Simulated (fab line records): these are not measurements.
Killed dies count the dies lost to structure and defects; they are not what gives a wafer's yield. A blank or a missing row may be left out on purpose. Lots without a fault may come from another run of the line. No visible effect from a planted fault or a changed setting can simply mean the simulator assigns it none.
Which tool was responsible? :: flow sky130 :: 12 lots with 36 wafers sampled at 5 steps, on a route of 708 steps

## WHAT THE GAUGES READ, wafer by wafer
SKY_NWELL_RS_MEAS_29: uses a four-point probe to measure. Usual: for NWELL_RS the level is 625.0 ohm/sq and the standard deviation is 1.6.
lot: L140
measured: day 5 04:57
on: film metro-02
NWELL_RS (ohm/sq): 623.5 625.0 625.5
flag: 

lot: L141
measured: day 5 11:42
on: film metro-02
NWELL_RS (ohm/sq): 623.2 623.1 624.4
flag: 

lot: L143
measured: day 6 01:07
on: film metro-03
NWELL_RS (ohm/sq): 624.7 624.8 625.1
flag: 

lot: L144
measured: day 6 08:50
on: film metro-02
NWELL_RS (ohm/sq): 625.2 626.5 625.6
flag: 

lot: L146
measured: day 6 14:35
on: film metro-02
NWELL_RS (ohm/sq): 624.0 624.6 624.4
flag: 

lot: L148
measured: day 7 09:55
on: film metro-02
NWELL_RS (ohm/sq): 626.2 626.9 627.8
flag: 

lot: L151
measured: day 8 05:31
on: film metro-03
NWELL_RS (ohm/sq): 623.0 624.6 622.7
flag: 

lot: L152
measured: day 8 10:23
on: film metro-02
NWELL_RS (ohm/sq): 624.0 622.8 625.0
flag: 

lot: L153
measured: day 8 13:05
on: film metro-03
NWELL_RS (ohm/sq): 626.2 624.1 625.3
flag: 

lot: L156
measured: day 9 07:28
on: film metro-04
NWELL_RS (ohm/sq): 630.7 632.1 631.8
flag: OFF

lot: L157
measured: day 9 15:16
on: film metro-04
NWELL_RS (ohm/sq): 626.0 626.3 624.5
flag: 

lot: L158
measured: day 9 23:29
on: film metro-02
NWELL_RS (ohm/sq): 635.3 635.5 636.9
flag: OFF

SKY_VT_ADJUST_LVTN_TW_MEAS_10. Usual: for VT_ADJUST_LVTN_TW the level is 242.6 and the standard deviation is 2.1.
lot: L140
measured: day 6 18:11
on: film metro-03
VT_ADJUST_LVTN_TW: 241.3 241.2 241.1
flag: 

lot: L141
measured: day 7 00:41
on: film metro-01
VT_ADJUST_LVTN_TW: 246.2 246.6 246.7
flag: 

lot: L143
measured: day 7 14:29
on: film metro-02
VT_ADJUST_LVTN_TW: 239.4 240.4 240.6
flag: 

lot: L144
measured: day 7 23:42
on: film metro-02
VT_ADJUST_LVTN_TW: 241.3 241.2 239.7
flag: 

lot: L146
measured: day 8 05:43
on: film metro-01
VT_ADJUST_LVTN_TW: 246.1 246.2 246.7
flag: 

lot: L148
measured: day 9 03:18
on: film metro-02
VT_ADJUST_LVTN_TW: 240.3 239.9 240.7
flag: 

lot: L151
measured: day 9 23:42
on: film metro-03
VT_ADJUST_LVTN_TW: 241.8 241.4 241.9
flag: 

lot: L152
measured: day 10 06:37
on: film metro-02
VT_ADJUST_LVTN_TW: 240.7 240.2 240.9
flag: 

lot: L153
measured: day 10 08:53
on: film metro-03
VT_ADJUST_LVTN_TW: 242.1 242.4 242.7
flag: 

lot: L156
measured: day 11 04:35
on: film metro-03
VT_ADJUST_LVTN_TW: 241.7 241.2 241.5
flag: 

lot: L157
measured: day 11 11:52
on: film metro-03
VT_ADJUST_LVTN_TW: 240.8 241.9 240.6
flag: 

lot: L158
measured: day 11 21:37
on: film metro-03
VT_ADJUST_LVTN_TW: 243.5 242.6 241.4
flag: 

## WHICH TOOL RAN EACH LOT (tool, then ch and the chambers of the sampled wafers, then the start)
lot: L140
SKY_FIELD_ISO_CMP_27: cmp-02 ch 0,1,3, day 2 07:28
SKY_NWELL_IMPLANT_11: implanter-03 ch 0, day 4 10:57
SKY_VT_ADJUST_LVTN_STRIP_09: plasma asher-01 ch 0,1, day 6 18:05

lot: L141
SKY_FIELD_ISO_CMP_27: cmp-02 ch 0,1,3, day 2 14:16
SKY_NWELL_IMPLANT_11: implanter-03 ch 0, day 4 16:44
SKY_VT_ADJUST_LVTN_STRIP_09: plasma asher-04 ch 0,1, day 7 00:34

lot: L143
SKY_FIELD_ISO_CMP_27: cmp-01 ch 0,1,3, day 3 02:26
SKY_NWELL_IMPLANT_11: implanter-04 ch 0, day 5 06:54
SKY_VT_ADJUST_LVTN_STRIP_09: plasma asher-04 ch 0,1, day 7 14:22

lot: L144
SKY_FIELD_ISO_CMP_27: cmp-02 ch 0,3, day 3 06:59
SKY_NWELL_IMPLANT_11: implanter-04 ch 0, day 5 13:46
SKY_VT_ADJUST_LVTN_STRIP_09: plasma asher-03 ch 0,1, day 7 23:36

lot: L146
SKY_FIELD_ISO_CMP_27: cmp-01 ch 2,3, day 3 14:28
SKY_NWELL_IMPLANT_11: implanter-03 ch 0, day 5 19:11
SKY_VT_ADJUST_LVTN_STRIP_09: plasma asher-01 ch 0,1, day 8 05:37

lot: L148
SKY_FIELD_ISO_CMP_27: cmp-01 ch 2,3, day 4 05:57
SKY_NWELL_IMPLANT_11: implanter-04 ch 0, day 6 14:07
SKY_VT_ADJUST_LVTN_STRIP_09: plasma asher-01 ch 0,1, day 9 03:12

lot: L151
SKY_FIELD_ISO_CMP_27: cmp-02 ch 0,1,3, day 4 21:14
SKY_NWELL_IMPLANT_11: implanter-03 ch 0, day 7 08:49
SKY_VT_ADJUST_LVTN_STRIP_09: plasma asher-01 ch 0,1, day 9 23:36

lot: L152
SKY_FIELD_ISO_CMP_27: cmp-02 ch 0,1, day 5 03:04
SKY_NWELL_IMPLANT_11: implanter-03 ch 0, day 7 13:14
SKY_VT_ADJUST_LVTN_STRIP_09: plasma asher-04 ch 0,1, day 10 06:30

lot: L153
SKY_FIELD_ISO_CMP_27: cmp-01 ch 0,1,3, day 5 06:53
SKY_NWELL_IMPLANT_11: implanter-03 ch 0, day 7 16:36
SKY_VT_ADJUST_LVTN_STRIP_09: plasma asher-01 ch 0,1, day 10 08:46

lot: L156
SKY_FIELD_ISO_CMP_27: cmp-02 ch 1,2,3, day 5 21:16
SKY_NWELL_IMPLANT_11: implanter-03 ch 0, day 8 09:30
SKY_VT_ADJUST_LVTN_STRIP_09: plasma asher-03 ch 0,1, day 11 04:29

lot: L157
SKY_FIELD_ISO_CMP_27: cmp-01 ch 0,1,3, day 6 03:34
SKY_NWELL_IMPLANT_11: implanter-04 ch 0, day 8 17:11
SKY_VT_ADJUST_LVTN_STRIP_09: plasma asher-01 ch 0,1, day 11 11:45

lot: L158
SKY_FIELD_ISO_CMP_27: cmp-02 ch 1,2, day 6 09:05
SKY_NWELL_IMPLANT_11: implanter-03 ch 0, day 9 00:46
SKY_VT_ADJUST_LVTN_STRIP_09: plasma asher-04 ch 0,1, day 11 21:32
- SKY_FIELD_ISO_CMP_27: polishes, stops on Si3N4, t overpolish 16 s, target thk 457.8 nm.
- SKY_NWELL_IMPLANT_11
- SKY_VT_ADJUST_LVTN_STRIP_09: strips in O2/N2.

## WHAT THE TOOLS THEMSELVES READ (means of the sampled wafers that have a number; where no wafer has one, the mark that the record gives instead)
SKY_FIELD_ISO_CMP_27. Usual: motor current A 11.9 A, standard deviation 1.6; overpolish run s 16.000 s, standard deviation 0.0093; time to endpoint s 110 s, standard deviation 3.7.
lot: L140
tool: cmp-02
motor current A (A): 10.9
overpolish run s (s): 15.997
time to endpoint s (s): 109
flag: 

lot: L141
tool: cmp-02
motor current A (A): 11.0
overpolish run s (s): 15.997
time to endpoint s (s): 111
flag: 

lot: L143
tool: cmp-01
motor current A (A): 11.4
overpolish run s (s): 16.007
time to endpoint s (s): 109
flag: 

lot: L144
tool: cmp-02
motor current A (A): 10.9
overpolish run s (s): 16.002
time to endpoint s (s): 111
flag: 

lot: L146
tool: cmp-01
motor current A (A): 11.8
overpolish run s (s): 15.996
time to endpoint s (s): 108
flag: 

lot: L148
tool: cmp-01
motor current A (A): 12.0
overpolish run s (s): 16.011
time to endpoint s (s): 108
flag: 

lot: L151
tool: cmp-02
motor current A (A): 10.8
overpolish run s (s): 16.000
time to endpoint s (s): 110
flag: 

lot: L152
tool: cmp-02
motor current A (A): 11.4
overpolish run s (s): 15.997
time to endpoint s (s): 108
flag: 

lot: L153
tool: cmp-01
motor current A (A): 11.3
overpolish run s (s): 15.995
time to endpoint s (s): 106
flag: 

lot: L156
tool: cmp-02
motor current A (A): 12.6
overpolish run s (s): 15.998
time to endpoint s (s): 106
flag: 

lot: L157
tool: cmp-01
motor current A (A): 11.4
overpolish run s (s): 15.998
time to endpoint s (s): 110
flag: 

lot: L158
tool: cmp-02
motor current A (A): 13.8
overpolish run s (s): 16.007
time to endpoint s (s): 110
flag: 

SKY_NWELL_IMPLANT_11. Usual: beam energy keV 400.02, standard deviation 0.13.
lot: L140
tool: implanter-03
beam energy keV: 399.96
flag: 

lot: L141
tool: implanter-03
beam energy keV: 399.96
flag: 

lot: L143
tool: implanter-04
beam energy keV: 400.18
flag: 

lot: L144
tool: implanter-04
beam energy keV: 400.01
flag: 

lot: L146
tool: implanter-03
beam energy keV: 400.15
flag: 

lot: L148
tool: implanter-04
beam energy keV: 400.04
flag: 

lot: L151
tool: implanter-03
beam energy keV: 400.05
flag: 

lot: L152
tool: implanter-03
beam energy keV: 400.09
flag: 

lot: L153
tool: implanter-03
beam energy keV: 399.94
flag: 

lot: L156
tool: implanter-03
beam energy keV: 374.45
flag: OFF

lot: L157
tool: implanter-04
beam energy keV: 400.02
flag: 

lot: L158
tool: implanter-03
beam energy keV: 374.48
flag: OFF

SKY_VT_ADJUST_LVTN_STRIP_09. Usual: drypump motor current A 6.0 A, standard deviation 0.41; oes product au 0.723 a.u., standard deviation 0.0045; strip time to endpoint s 36.96 s, standard deviation 0.11.
lot: L140
tool: plasma asher-01
drypump motor current A (A): 6.3
oes product au (a.u.): 0.726
strip time to endpoint s (s): 36.84
flag: 

lot: L141
tool: plasma asher-04
drypump motor current A (A): 5.5
oes product au (a.u.): 0.725
strip time to endpoint s (s): 36.84
flag: 

lot: L143
tool: plasma asher-04
drypump motor current A (A): 5.8
oes product au (a.u.): 0.725
strip time to endpoint s (s): 37.08
flag: 

lot: L144
tool: plasma asher-03
drypump motor current A (A): 5.8
oes product au (a.u.): 0.720
strip time to endpoint s (s): 37.15
flag: 

lot: L146
tool: plasma asher-01
drypump motor current A (A): 6.4
oes product au (a.u.): 0.725
strip time to endpoint s (s): 36.80
flag: 

lot: L148
tool: plasma asher-01
drypump motor current A (A): 6.4
oes product au (a.u.): 0.726
strip time to endpoint s (s): 37.02
flag: 

lot: L151
tool: plasma asher-01
drypump motor current A (A): 6.4
oes product au (a.u.): 0.722
strip time to endpoint s (s): 36.93
flag: 

lot: L152
tool: plasma asher-04
drypump motor current A (A): 5.7
oes product au (a.u.): 0.721
strip time to endpoint s (s): 37.06
flag: 

lot: L153
tool: plasma asher-01
drypump motor current A (A): 6.3
oes product au (a.u.): 0.719
strip time to endpoint s (s): 36.96
flag: 

lot: L156
tool: plasma asher-03
drypump motor current A (A): 5.6
oes product au (a.u.): 0.720
strip time to endpoint s (s): 36.88
flag: 

lot: L157
tool: plasma asher-01
drypump motor current A (A): 6.3
oes product au (a.u.): 0.721
strip time to endpoint s (s): 36.93
flag: 

lot: L158
tool: plasma asher-04
drypump motor current A (A): 5.5
oes product au (a.u.): 0.722
strip time to endpoint s (s): 36.94
flag: 

## THE ANSWER, worked out from the rows above alone
Rule: take the mean of a lot's wafers that have a number; if it is more than 3 standard deviations from the usual mean, the lot is off. Also off: a lot with no number at a reading for which 4 or more lots have one. Any other lot the step has rows for is counted as sound. First the gauges in route order, then the tools' own readings, where a lot's mean is used as printed above. The first step at which some lot is off is used, and at that step the reading that is off furthest; a lot without a number counts as furthest.
Off: at SKY_NWELL_RS_MEAS_29 (NWELL_RS), L156, L158.
A tool fits if, at a process step before that reading, it ran every lot that is off, and no sound lot after the first of them. Not tried: the gauges at SKY_NWELL_RS_MEAS_29; whatever is off there is also off at SKY_NWELL_IMPLANT_11, on other tools, and gauge error can't account for it. This does not decide it: 2 tools fit, namely cmp-02 at SKY_FIELD_ISO_CMP_27 and implanter-03 at SKY_NWELL_IMPLANT_11.

## WHAT THE SIMULATOR HAD PUT IN
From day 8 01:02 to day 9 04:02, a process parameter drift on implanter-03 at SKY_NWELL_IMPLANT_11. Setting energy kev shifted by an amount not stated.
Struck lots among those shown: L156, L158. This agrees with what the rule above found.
